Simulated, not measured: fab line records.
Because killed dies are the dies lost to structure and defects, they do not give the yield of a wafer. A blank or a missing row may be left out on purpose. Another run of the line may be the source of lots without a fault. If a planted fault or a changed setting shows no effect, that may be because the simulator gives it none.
What tool caused it?	flow gf180mcu	Sampling: 6 lots, 18 wafers, 2 of 602 route steps

== WHAT THE GAUGES READ, wafer by wafer ==
GF_V5_RS_MEAS_24: uses a four-point probe to measure.
lot	measured	on	V5_W_RS (ohm/sq)
L587	day 28 07:41	film-metro-01	0.3325 0.3272 0.3256
L589	day 29 02:34	film-metro-02	0.3335 0.3311 0.3333
L591	day 29 16:46	film-metro-01	0.3222 0.3324 0.3285
L593	day 30 04:38	film-metro-03	0.3291 0.3301 0.3320
L596	day 31 03:41	film-metro-02	0.3292 0.3320 0.3305
L606	day 33 14:41	film-metro-03	0.3304 0.3300 0.3277

== WHAT TOOL EACH LOT RAN ON (gives the tool, then ch and the chambers of the sampled wafers, and finally the start) ==
lot	GF_V1_CVD_02
L587	pecvd-02 ch 0,2, day 18 07:26
L589	pecvd-03 ch 1,2, day 19 05:36
L591	pecvd-01 ch 0,2, day 20 00:19
L593	pecvd-03 ch 0,2, day 20 14:48
L596	pecvd-02 ch 1,2, day 21 20:08
L606	pecvd-03 ch 0,1, day 25 02:32
- GF_V1_CVD_02: deposits SiO2 from TEOS, target thk 850 nm, time 94.851 s.

== THE ANSWER, worked out from the rows above alone ==
Rule: the lots themselves supply what counts as usual. The widest of any qualifying gaps counts: lots, ordered by their means at a reading, are off when they make up no more than a third of the lots, leave a main group of 4 or more, and stand apart from it by 3 or more times the standard deviation of that group's means. The tables above print the reading to a certain number of digits; a main group whose means all agree to those digits is not used. A lot without any number at a reading at which 4 lots or more have one is off too. The other lots that the step has rows for count as sound.
None of the lots is off at any reading shown; this tells nothing.

== WHAT THE SIMULATOR PUT IN ==
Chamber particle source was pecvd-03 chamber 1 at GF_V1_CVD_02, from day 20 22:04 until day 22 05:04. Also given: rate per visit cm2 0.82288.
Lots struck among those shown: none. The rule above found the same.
